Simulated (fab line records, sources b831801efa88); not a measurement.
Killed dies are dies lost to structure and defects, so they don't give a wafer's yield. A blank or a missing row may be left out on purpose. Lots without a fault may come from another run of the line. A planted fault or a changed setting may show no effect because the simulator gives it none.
fab line records | flow gf180mcu
record lots=13 wafers=39 last_day=34
route steps=602 shown M1@317 M2@377 M3@409
lots that met no fault: from a run of the same line without faults
start_h: hours from the record's first day to the start of the lot's first wafer shown | wait_h: hours since the lot's step before | " the same as in the row above | L1.1+2: a row that stands for several wafers | - no value, or no start given | * or withheld: withheld | < > ~ a bound
route shown NAME@n: a module of which the file shows steps, and the number in the route of the first | usual: mean/standard deviation of fault-free wafers | same: alike in all rows | chamber/n: place in a boat | sites: the reading at each site | _std_site: their standard deviation | _edge_site: outer sites' mean less inner sites' | radius_mm: how far each site lies from the wafer's centre | mask NAME#n: copy n | behind: the tool/chamber that last shaped the wafer | hold: why the lot was held/for how many hours/how that ended | device: the transistor (n, p or np) that didn't switch | end of line: the same wafers' tests at the end of the route | a step without rows: its recipe alone | killed: dies lost to structure and defects at the first sort, not the wafer's yield | map: a wafer's dies, x killed, . not, _ none there
set.NAME: the setting as run; set.NAME@STEP: as run at that earlier step | model.NAME: the simulator's own value behind a step, which no gauge read
steps of the route over a sample of lots; a table a step, a row a wafer
services: from which hour (start_h, from the record's first day; less than 0 if before it) a tool's chamber was out of use, for how many hours, and why
## steps
# step GF_M1_SPUTTER_02
# recipe material=AlCu target_thk_nm=450 power_w=10600 time_s=23.9 chamber_pressure_pa=0.4
# usual throttle_valve_pct=30.3/0.77
# columns lot.wafer tool chamber start_h wait_h throttle_valve_pct
L652.2 pvd_sputter-04 - 370.18 0.0 29.4
L652.4 " - " " 29.4
L652.5 " - " " 30.3
L653.4 pvd_sputter-02 - 381.10 0.0 30.4
L653.5 " - " " 31.5
L653.6 " - " " 29.8
L654.3 pvd_sputter-04 - 382.79 0.0 30.0
L654.4 " - " " 29.5
L654.6 " - " " 30.2
L655.1 pvd_sputter-04 - 394.92 0.0 31.8
L655.2 " - " " 29.5
L655.4 " - " " 30.4
L658.1 pvd_sputter-04 - 423.68 0.0 29.6
L658.5 " - " " 30.2
L658.6 " - " " 29.1
L659.1 pvd_sputter-02 - 435.24 0.0 29.5
L659.2 " - " " 31.7
L659.6 " - " " 29.5
L660.2 pvd_sputter-04 - 445.15 0.0 29.4
L660.3 " - " " 30.2
L660.5 " - " " 29.3
L663.3 pvd_sputter-02 - 469.43 0.0 30.8
L663.5 " - " " 30.7
L663.6 " - " " 30.4
L662.1 pvd_sputter-02 - 470.65 0.0 30.4
L662.2 " - " " 29.5
L662.4 " - " " 31.3
L666.2 pvd_sputter-01 - 505.79 0.0 30.2
L666.3 " - " " 30.2
L666.6 " - " " 31.4
L672.1 pvd_sputter-04 - 546.20 0.0 29.6
L672.3 " - " " 31.8
L672.5 " - " " 30.2
L673.2 pvd_sputter-01 - 556.79 0.0 30.1
L673.3 " - " " 30.2
L673.5 " - " " 30.3
L674.1 pvd_sputter-04 - 560.64 0.0 30.2
L674.5 " - " " 29.7
L674.6 " - " " 31.6
# step GF_M1_SPUTTER_04
# recipe material=TiN target_thk_nm=50 power_w=6500 time_s=41.7 chamber_pressure_pa=0.4
# usual throttle_valve_pct=30.3/0.76
# columns lot.wafer tool chamber start_h wait_h throttle_valve_pct
L652.2 pvd_sputter-04 - 370.23 0.0 29.1
L652.4 " - " " 29.3
L652.5 " - " " 30.2
L653.4 pvd_sputter-02 - 381.15 0.0 30.5
L653.5 " - " " 31.6
L653.6 " - " " 29.4
L654.3 pvd_sputter-04 - 382.84 0.0 30.4
L654.4 " - " " 29.5
L654.6 " - " " 30.5
L655.1 pvd_sputter-04 - 394.97 0.0 31.5
L655.2 " - " " 29.4
L655.4 " - " " 30.2
L658.1 pvd_sputter-04 - 423.73 0.0 29.3
L658.5 " - " " 30.5
L658.6 " - " " 29.1
L659.1 pvd_sputter-02 - 435.29 0.0 29.5
L659.2 " - " " 31.5
L659.6 " - " " 29.6
L660.2 pvd_sputter-04 - 445.20 0.0 29.4
L660.3 " - " " 30.4
L660.5 " - " " 29.5
L663.3 pvd_sputter-02 - 469.48 0.0 30.9
L663.5 " - " " 30.8
L663.6 " - " " 30.7
L662.1 pvd_sputter-02 - 470.70 0.0 30.8
L662.2 " - " " 29.3
L662.4 " - " " 31.4
L666.2 pvd_sputter-01 - 505.85 0.0 29.8
L666.3 " - " " 30.3
L666.6 " - " " 31.2
L672.1 pvd_sputter-04 - 546.25 0.0 29.2
L672.3 " - " " 31.8
L672.5 " - " " 30.1
L673.2 pvd_sputter-01 - 556.84 0.0 29.8
L673.3 " - " " 30.3
L673.5 " - " " 30.1
L674.1 pvd_sputter-04 - 560.69 0.0 30.3
L674.5 " - " " 29.7
L674.6 " - " " 31.4
# step GF_M1_THK_MEAS_06
# recipe thk_meas_gauge=xrf reads=AlCu_of_M1_SPUTTER_02
# usual M1_ALCU_THK=453/5.4
# columns lot.wafer tool chamber start_h wait_h M1_ALCU_THK[nm]
L652.2 film_metro-01 - 370.40 0.1 456
L652.4 " - " " 464
L652.5 " - " " 458
L653.4 film_metro-04 - 381.34 0.1 452
L653.5 " - " " 445
L653.6 " - " " 449
L654.3 film_metro-04 - 383.02 0.1 453
L654.4 " - " " 463
L654.6 " - " " 456
L655.1 film_metro-03 - 395.13 0.1 451
L655.2 " - " " 457
L655.4 " - " " 447
L658.1 film_metro-03 - 423.89 0.1 455
L658.5 " - " " 450
L658.6 " - " " 455
L659.1 film_metro-03 - 435.45 0.1 459
L659.2 " - " " 456
L659.6 " - " " 460
L660.2 film_metro-03 - 445.37 0.1 456
L660.3 " - " " 456
L660.5 " - " " 461
L663.3 film_metro-04 - 469.66 0.1 451
L663.5 " - " " 455
L663.6 " - " " 455
L662.1 film_metro-03 - 470.86 0.1 458
L662.2 " - " " 454
L662.4 " - " " 451
L666.2 film_metro-04 - 506.01 0.1 449
L666.3 " - " " 440
L666.6 " - " " 448
L672.1 film_metro-03 - 546.41 0.1 480
L672.3 " - " " 476
L672.5 " - " " 473
L673.2 film_metro-04 - 557.01 0.1 454
L673.3 " - " " 454
L673.5 " - " " 455
L674.1 film_metro-03 - 560.85 0.1 467
L674.5 " - " " 472
L674.6 " - " " 465
# step GF_M2_OVL_MEAS_15
# usual M2_OVL=-1/7.3
# columns lot.wafer tool chamber start_h wait_h M2_OVL[nm]
L652.2 overlay-02 - 444.88 0.1 2
L652.4 " - " " 0
L652.5 " - " " 11
L653.4 overlay-01 - 455.41 0.1 4
L653.5 " - " " 1
L653.6 " - " " 5
L654.3 overlay-02 - 457.78 0.1 2
L654.4 " - " " 1
L654.6 " - " " 11
L655.1 overlay-02 - 471.32 0.1 -15
L655.2 " - " " -4
L655.4 " - " " -14
L658.1 overlay-02 - 498.41 0.1 -1
L658.5 " - " " -3
L658.6 " - " " -11
L659.1 overlay-01 - 510.12 0.1 1
L659.2 " - " " 1
L659.6 " - " " -2
L660.2 overlay-02 - 519.42 0.1 18
L660.3 " - " " 11
L660.5 " - " " 9
L663.3 overlay-01 - 542.75 0.1 -9
L663.5 " - " " -13
L663.6 " - " " -13
L662.1 overlay-02 - 543.74 0.1 -5
L662.2 " - " " -11
L662.4 " - " " -12
L666.2 overlay-01 - 576.27 0.1 -9
L666.3 " - " " -13
L666.6 " - " " -3
L672.1 overlay-01 - 613.98 0.1 3
L672.3 " - " " 2
L672.5 " - " " 0
L673.2 overlay-01 - 624.47 0.1 8
L673.3 " - " " 3
L673.5 " - " " 5
L674.1 overlay-02 - 627.07 0.1 -1
L674.5 " - " " 6
L674.6 " - " " 2
# step GF_M3_SPUTTER_00
# recipe material=Ti target_thk_nm=37.5 arriving_ion_energy_ev=80 substrate_temp_c=200 chamber_pressure_pa=2 power_w=4000 time_s=150
# usual throttle_valve_pct=30.4/0.7
# columns lot.wafer tool chamber start_h wait_h throttle_valve_pct
L652.2 pvd_sputter-01 - 472.06 0.1 31.2
L652.4 " - " " 30.2
L652.5 " - " " 31.2
L653.4 pvd_sputter-01 - 482.33 0.1 30.2
L653.5 " - " " 31.1
L653.6 " - " " 30.3
L654.3 pvd_sputter-04 - 484.99 0.2 31.8
L654.4 " - " " 30.1
L654.6 " - " " 31.6
L655.1 pvd_sputter-01 - 498.21 0.2 30.3
L655.2 " - " " 31.4
L655.4 " - " " 30.4
L658.1 pvd_sputter-02 - 524.63 0.2 30.4
L658.5 " - " " 30.5
L658.6 " - " " 29.6
L659.1 pvd_sputter-02 - 536.16 0.1 30.8
L659.2 " - " " 30.4
L659.6 " - " " 30.6
L660.2 pvd_sputter-01 - 545.01 0.2 30.1
L660.3 " - " " 30.1
L660.5 " - " " 30.2
L663.3 pvd_sputter-01 - 567.70 0.1 30.2
L663.5 " - " " 30.0
L663.6 " - " " 31.2
L662.1 pvd_sputter-02 - 568.99 0.1 30.8
L662.2 " - " " 30.9
L662.4 " - " " 31.4
L666.2 pvd_sputter-01 - 600.29 0.1 30.3
L666.3 " - " " 30.2
L666.6 " - " " 30.1
L672.1 pvd_sputter-01 - 637.41 0.2 31.1
L672.3 " - " " 30.4
L672.5 " - " " 30.1
L673.2 pvd_sputter-01 - 647.25 0.2 30.1
L673.3 " - " " 30.0
L673.5 " - " " 30.5
L674.1 pvd_sputter-02 - 650.37 0.2 30.5
L674.5 " - " " 29.4
L674.6 " - " " 30.5
## services
# columns tool chamber start_h hours kind
pvd_sputter-04 3 369.40 - consumable_replace:kit
pvd_sputter-04 3 369.40 18.0 scheduled_down
pvd_sputter-04 3 369.40 18.0 vent_cycle
pvd_sputter-04 - 386.68 2.0 repair
pvd_sputter-04 - 426.70 10.7 repair
pvd_sputter-04 - 448.01 8.4 repair
pvd_sputter-01 - 455.62 0.8 repair
pvd_sputter-01 - 469.35 1.5 repair
pvd_sputter-02 - 478.27 0.5 repair
pvd_sputter-01 0 502.48 - consumable_replace:kit
pvd_sputter-01 0 502.48 18.0 scheduled_down
pvd_sputter-01 0 502.48 18.0 vent_cycle
pvd_sputter-04 2 566.39 - consumable_replace:kit
pvd_sputter-04 2 566.39 18.0 scheduled_down
pvd_sputter-04 2 566.39 18.0 vent_cycle
pvd_sputter-04 - 597.00 2.8 repair
pvd_sputter-01 3 612.09 - consumable_replace:kit
pvd_sputter-01 3 612.09 18.0 scheduled_down
pvd_sputter-01 3 612.09 18.0 vent_cycle
## key
first_sign step=GF_M1_THK_MEAS_06 reading=M1_ALCU_THK direction=up sigmas=3.4 usual=453 struck=472
effect none on later readings
met_at GF_M1_SPUTTER_04
struck_lots L672,L674
not_acting_at GF_M1_SPUTTER_02,GF_M2_OVL_MEAS_15,GF_M3_SPUTTER_00
onset_between 445.20 546.25
fault kind=process_parameter_drift tool=pvd_sputter-04 chamber=- onset_h=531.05 steps=GF_M1_SPUTTER_04 channel=target_thk_nm offset=-15.463 shape=step end_h=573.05 acts_in=these_recipes_only stated=50
